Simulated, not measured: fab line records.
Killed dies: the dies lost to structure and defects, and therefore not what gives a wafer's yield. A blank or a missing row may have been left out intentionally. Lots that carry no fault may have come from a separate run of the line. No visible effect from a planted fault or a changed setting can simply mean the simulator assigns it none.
fab line records	flow sky130
record: lots: 6	wafers: 18	last-day: 50
route steps=708 shown VIA4@649 METAL5@661
lots with no fault: from the same line, run without faults
start-h: hours from the record's first day to the start of the lot's first wafer shown	wait-h: hours since the lot's step before	" same as the row above	L1.1+2: a single row standing in for several wafers	- no value, or no start given	* or withheld: withheld	< > ~ a bound
route shown NAME@n: a module of which the file shows steps, and the number in the route of the first	usual: mean/standard deviation of fault-free wafers	same: alike in all rows	chamber/n: place in a boat	sites: each site's reading	_std_site: their standard deviation	_edge_site: outer sites' mean less inner sites'	radius-mm: how far each site lies from the wafer's centre	mask NAME#n: copy n	behind: tool/chamber where the wafer was last shaped	hold: the reason the lot was held/the length of the hold in hours/how it ended	device: the transistor (n, p or np) that didn't switch	end of line: tests run on the same wafers once the route is complete	for a step that has no rows: nothing shown but its recipe	killed: not the wafer's yield, but the dies lost to structure and defects at the first sort	map: per-die view of a wafer (x killed, . not killed, _ where there is no die)
set.NAME: the setting as run; set.NAME@STEP: as run at that earlier step	model.NAME: the simulator's own value behind a step, which no gauge read
lots at some steps of the route; a table a step, a row a wafer
services: a tool's chamber out of use, with start hour (start-h, from the record's first day; less than 0 if before it), hours out, and reason
== steps ==
step: SKY_VIA4_DEVELOP_10
recipe: resist: NOVOLAK	developer: TMAH	develop-time-s: 60	dev-temp-c: 23
step: SKY_VIA4_OVL_MEAS_11
usual: VIA4_OVL: 0.4/1.2
lot.wafer	tool	chamber	start-h	wait-h	VIA4_OVL[nm]
L253.2	overlay-02	-	1029.34	0.1	-1.7
L253.3	"	-	"	"	-0.2
L253.6	"	-	"	"	1.2
L259.1	overlay-02	-	1070.47	0.1	0.4
L259.2	"	-	"	"	1.0
L259.5	"	-	"	"	1.8
L260.1	overlay-02	-	1077.57	0.1	2.5
L260.2	"	-	"	"	1.4
L260.4	"	-	"	"	2.1
L262.3	overlay-02	-	1086.92	0.1	-0.5
L262.4	"	-	"	"	0.1
L262.6	"	-	"	"	-1.4
L263.3	overlay-02	-	1089.82	0.1	-0.3
L263.5	"	-	"	"	1.2
L263.6	"	-	"	"	0.2
L272.1	overlay-02	-	1130.76	0.1	0.1
L272.2	"	-	"	"	0.5
L272.5	"	-	"	"	0.5
step: SKY_VIA4_ETCH_12
recipe: target: SiO2	chemistry: C4F8/O2/Ar	stop-on: TiN	mask-material: NOVOLAK	source-w: 1500	bias-w: 1200	pressure-mtorr: 40	c4f8-flow-sccm: withheld	O2_flow_sccm: 6	Ar_flow_sccm: 300	time-s: withheld	target-depth-a: 5800
usual: oes-product-au: 0.925/0.0051
lot.wafer	tool	chamber	start-h	wait-h	oes-product-au
L253.2	rie-diel-01	1	1029.37	0.0	0.916
L253.3	"	2	"	"	0.927
L253.6	"	2	"	"	0.923
L259.1	rie-diel-02	3	1070.50	0.0	0.928
L259.2	"	0	"	"	0.923
L259.5	"	1	"	"	0.925
L260.1	rie-diel-03	0	1077.60	0.0	0.927
L260.2	"	3	"	"	0.927
L260.4	"	2	"	"	0.921
L262.3	rie-diel-03	0	1086.95	0.0	0.923
L262.4	"	3	"	"	0.927
L262.6	"	3	"	"	0.933
L263.3	rie-diel-03	1	1089.85	0.0	0.920
L263.5	"	2	"	"	0.923
L263.6	"	3	"	"	0.930
L272.1	rie-diel-02	1	1130.80	0.0	0.930
L272.2	"	2	"	"	0.935
L272.5	"	1	"	"	0.921
step: SKY_VIA4_STRIP_13
recipe: chemistry: O2/N2	power-w: 1400	pressure-mtorr: 1500	platen-temp-c: withheld	o2-flow-sccm: 3000	n2-flow-sccm: 300	overash-fraction: 0.5
step: SKY_VIA4_STRIP_14
recipe: chemistry: post-etch-residue-remover	time-s: 1200	temp-c: 72.5
step: SKY_VIA4_CLEAN_15
recipe: chemistry: IPA	time-s: 180	temp-c: 25
step: SKY_VIA4_CLEAN_16
recipe: chemistry: O3/DIW	dry: n2-spin
step: SKY_VIA4_SPUTTER_17
recipe: material: TiN	target-thk-nm: 20	chamber-pressure-pa: 5	power-w: 4000	time-s: 80
usual: chamber-pressure-pa: 5.000/0.011	throttle-valve-pct: 30.2/1
lot.wafer	tool	chamber	start-h	wait-h	chamber-pressure-pa	throttle-valve-pct
L253.2	pvd-sputter-01	-	1030.04	0.0	4.993	31.5
L253.3	"	-	"	"	5.013	30.1
L253.6	"	-	"	"	4.990	30.3
L259.1	pvd-sputter-01	-	1071.17	0.0	4.976	31.4
L259.2	"	-	"	"	5.013	30.1
L259.5	"	-	"	"	4.993	31.7
L260.1	pvd-sputter-02	-	1078.27	0.0	5.004	29.4
L260.2	"	-	"	"	5.000	28.2
L260.4	"	-	"	"	4.999	29.7
L262.3	pvd-sputter-03	-	1087.61	0.0	5.005	32.4
L262.4	"	-	"	"	4.998	30.3
L262.6	"	-	"	"	5.001	30.3
L263.3	pvd-sputter-02	-	1090.51	0.0	4.997	30.9
L263.5	"	-	"	"	4.999	29.6
L263.6	"	-	"	"	4.994	27.9
L272.1	pvd-sputter-02	-	1131.51	0.0	5.003	28.2
L272.2	"	-	"	"	4.996	31.0
L272.5	"	-	"	"	4.995	31.1
step: SKY_VIA4_CVD_18
recipe: material: W	target-thk-nm: 505	time-s: 152.14	temp-c: 400	pressure-torr: 40
usual: heater-power-w: 794/17
lot.wafer	tool	chamber	start-h	wait-h	heater-power-w
L253.2	cvd-w-02	1	1030.10	0.0	784
L253.3	"	1	"	"	784
L253.6	"	0	"	"	786
L259.1	cvd-w-02	1	1071.23	0.0	778
L259.2	"	0	"	"	777
L259.5	"	1	"	"	769
L260.1	cvd-w-02	1	1078.33	0.0	805
L260.2	"	0	"	"	786
L260.4	"	0	"	"	767
L262.3	cvd-w-01	1	1087.72	0.1	821
L262.4	"	0	"	"	788
L262.6	"	0	"	"	799
L263.3	cvd-w-02	1	1090.62	0.1	785
L263.5	"	1	"	"	778
L263.6	"	0	"	"	786
L272.1	cvd-w-01	0	1131.57	0.0	806
L272.2	"	1	"	"	799
L272.5	"	0	"	"	806
step: SKY_VIA4_RS_MEAS_19
recipe: thk-meas-gauge: four-point-probe	reads: W_of_VIA4_CVD_18+TiN_of_VIA4_SPUTTER_17
usual: VIA4_W_RS: 0.227/0.0037
lot.wafer	tool	chamber	start-h	wait-h	VIA4_W_RS[ohm/sq]
L253.2	film-metro-04	-	1030.27	0.1	0.222
L253.3	"	-	"	"	0.220
L253.6	"	-	"	"	0.230
L259.1	film-metro-03	-	1071.38	0.1	0.224
L259.2	"	-	"	"	0.230
L259.5	"	-	"	"	0.222
L260.1	film-metro-02	-	1078.48	0.1	0.226
L260.2	"	-	"	"	0.235
L260.4	"	-	"	"	0.233
L262.3	film-metro-04	-	1087.87	0.1	0.228
L262.4	"	-	"	"	0.230
L262.6	"	-	"	"	0.225
L263.3	film-metro-03	-	1090.77	0.1	0.221
L263.5	"	-	"	"	0.222
L263.6	"	-	"	"	0.229
L272.1	film-metro-02	-	1131.72	0.1	0.229
L272.2	"	-	"	"	0.228
L272.5	"	-	"	"	0.227
step: SKY_VIA4_THK_MEAS_20
recipe: thk-meas-gauge: xrf	reads: W_of_VIA4_CVD_18
usual: VIA4_W_THK: 513/11
lot.wafer	tool	chamber	start-h	wait-h	VIA4_W_THK[nm]
L253.2	film-metro-04	-	1030.38	0.1	529
L253.3	"	-	"	"	530
L253.6	"	-	"	"	508
L259.1	film-metro-03	-	1071.50	0.1	526
L259.2	"	-	"	"	513
L259.5	"	-	"	"	531
L260.1	film-metro-02	-	1078.60	0.1	506
L260.2	"	-	"	"	486
L260.4	"	-	"	"	490
L262.3	film-metro-04	-	1087.97	0.1	511
L262.4	"	-	"	"	509
L262.6	"	-	"	"	516
L263.3	film-metro-03	-	1090.87	0.1	532
L263.5	"	-	"	"	527
L263.6	"	-	"	"	512
L272.1	film-metro-02	-	1131.84	0.1	505
L272.2	"	-	"	"	503
L272.5	"	-	"	"	506
step: SKY_VIA4_CMP_21
recipe: stop-on: SiO2	t-overpolish-s: 25	down-force-psi: 3.5	platen-rpm: 60	target-thk-nm: 0	pad-velocity-m-s: 0.94248
usual: motor-current-A: 11.4/1	overpolish-run-s: 25.000/0.0098	time-to-endpoint-s: 122/6.5
lot.wafer	tool	chamber	start-h	wait-h	motor-current-A	overpolish-run-s	time-to-endpoint-s
L253.3	cmp-01	3	1030.43	0.0	12.5	24.998	116
L253.2	"	1	"	"	13.5	24.988	128
L253.6	"	0	"	"	11.4	24.995	114
L259.1	cmp-01	1	1071.61	0.1	12.2	25.003	130
L259.2	"	2	"	"	11.0	24.986	124
L259.5	"	0	"	"	11.5	25.014	128
L260.1	cmp-01	2	1078.66	0.1	10.5	24.997	121
L260.2	"	3	"	"	12.7	24.999	110
L260.4	"	1	"	"	11.8	24.989	117
L262.4	cmp-01	2	1088.53	0.5	11.3	24.999	118
L262.3	"	1	"	"	12.3	25.002	125
L262.6	"	3	"	"	12.2	25.000	113
L263.3	cmp-01	3	1091.13	0.3	12.9	24.991	117
L263.6	"	2	"	"	10.3	25.006	123
L263.5	"	3	"	"	12.7	24.980	113
L272.2	cmp-02	2	1132.00	0.1	12.5	25.015	117
L272.1	"	3	"	"	11.2	24.999	125
L272.5	"	0	"	"	9.8	25.010	116
step: SKY_METAL5_SPUTTER_00
recipe: material: Ti	target-thk-nm: 15	power-w: 3000	time-s: 10	chamber-pressure-pa: 0.4
usual: chamber-pressure-pa: 0.4000/0.00084	throttle-valve-pct: 30.0/1.4
lot.wafer	tool	chamber	start-h	wait-h	chamber-pressure-pa	throttle-valve-pct	model.Ti_of_METAL5_SPUTTER_00.thk-nm
L253.2	pvd-sputter-02	-	1030.73	0.1	0.3994	27.9	15.35
L253.3	"	-	"	"	0.4011	31.0	15.43
L253.6	"	-	"	"	0.4000	30.0	15.18
L259.1	pvd-sputter-03	-	1071.86	0.2	0.4017	30.2	15.04
L259.2	"	-	"	"	0.4002	32.4	14.82
L259.5	"	-	"	"	0.3998	29.3	15.03
L260.1	pvd-sputter-03	-	1078.96	0.2	0.4011	30.2	16.47
L260.2	"	-	"	"	0.4000	30.2	16.28
L260.4	"	-	"	"	0.4014	32.6	16.18
L262.3	pvd-sputter-02	-	1088.83	0.1	0.3995	30.0	15.17
L262.4	"	-	"	"	0.3996	29.5	15.09
L262.6	"	-	"	"	0.4000	29.8	15.1
L263.3	pvd-sputter-03	-	1091.38	0.2	0.4012	32.2	16.72
L263.5	"	-	"	"	0.4001	32.3	16.67
L263.6	"	-	"	"	0.4011	30.5	16.64
L272.1	pvd-sputter-02	-	1132.20	0.1	0.4017	30.8	15.08
L272.2	"	-	"	"	0.4014	28.1	14.96
L272.5	"	-	"	"	0.4016	31.2	15.15
step: SKY_METAL5_SPUTTER_01
recipe: material: TiN	target-thk-nm: 20	power-w: 6500	time-s: 16.7	chamber-pressure-pa: 0.4
usual: chamber-pressure-pa: 0.4000/0.0008	throttle-valve-pct: 30.0/1.4
lot.wafer	tool	chamber	start-h	wait-h	chamber-pressure-pa	throttle-valve-pct
L253.2	pvd-sputter-02	-	1030.75	0.0	0.4008	28.0
L253.3	"	-	"	"	0.3988	31.1
L253.6	"	-	"	"	0.4009	29.8
L259.1	pvd-sputter-03	-	1071.88	0.0	0.3997	30.2
L259.2	"	-	"	"	0.3998	32.2
L259.5	"	-	"	"	0.4009	29.4
L260.1	pvd-sputter-03	-	1078.98	0.0	0.4001	30.2
L260.2	"	-	"	"	0.3996	30.3
L260.4	"	-	"	"	0.4004	32.3
L262.3	pvd-sputter-02	-	1088.86	0.0	0.3996	29.8
L262.4	"	-	"	"	0.4009	29.6
L262.6	"	-	"	"	0.3993	29.5
L263.3	pvd-sputter-03	-	1091.40	0.0	0.4016	32.2
L263.5	"	-	"	"	0.4007	32.2
L263.6	"	-	"	"	0.4003	30.7
L272.1	pvd-sputter-02	-	1132.22	0.0	0.4000	31.3
L272.2	"	-	"	"	0.4007	28.1
L272.5	"	-	"	"	0.3998	31.0
== services ==
tool	chamber	start-h	hours	kind
rie-diel-02	0	1005.39	8.9	repair
cvd-w-01	1	1006.50	4.3	repair
cmp-02	-	1008.91	5.3	repair
rie-diel-01	0	1038.21	2.9	repair
rie-diel-03	1	1039.24	4.1	repair
pvd-sputter-03	1	1041.70	-	consumable-replace:kit
pvd-sputter-03	1	1041.70	18.0	scheduled-down
pvd-sputter-03	1	1041.70	18.0	vent-cycle
pvd-sputter-02	-	1057.94	1.1	repair
pvd-sputter-01	-	1061.32	7.6	repair
cmp-02	-	1081.60	6.3	repair
rie-diel-01	-	1084.97	14.6	pm
cmp-02	-	1087.86	4.0	pm
pvd-sputter-02	1	1089.00	-	consumable-replace:kit
pvd-sputter-02	1	1089.00	18.0	scheduled-down
pvd-sputter-02	1	1089.00	18.0	vent-cycle
cmp-02	-	1092.94	16.6	pm
rie-diel-03	1	1098.19	-	clean
cvd-w-02	-	1101.02	6.9	pm
rie-diel-03	0	1104.64	7.3	repair
pvd-sputter-01	-	1104.92	3.8	repair
cvd-w-02	-	1107.92	2.8	pm
cmp-01	-	1122.55	4.9	repair
rie-diel-01	2	1122.88	10.2	repair
== key ==
first-sign none at tools or gauges
model-effect: step: SKY_METAL5_SPUTTER_00	value: Ti_of_METAL5_SPUTTER_00.thk-nm	without: 14.99	struck: 16.5
met-at SKY_METAL5_SPUTTER_00
struck-wafers L260.1,L260.2,L260.4,L263.3,L263.5,L263.6
onset-between 1071.86 1078.96
also-fits SKY_VIA4_CVD_18:cvd-w-02
fault: kind: process-parameter-drift	tool: pvd-sputter-03	chamber: -	onset-h: 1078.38	steps: SKY_METAL5_SPUTTER_00	channel: time-s	offset: *	shape: step	end-h: 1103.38	acts-in: *	stated: *
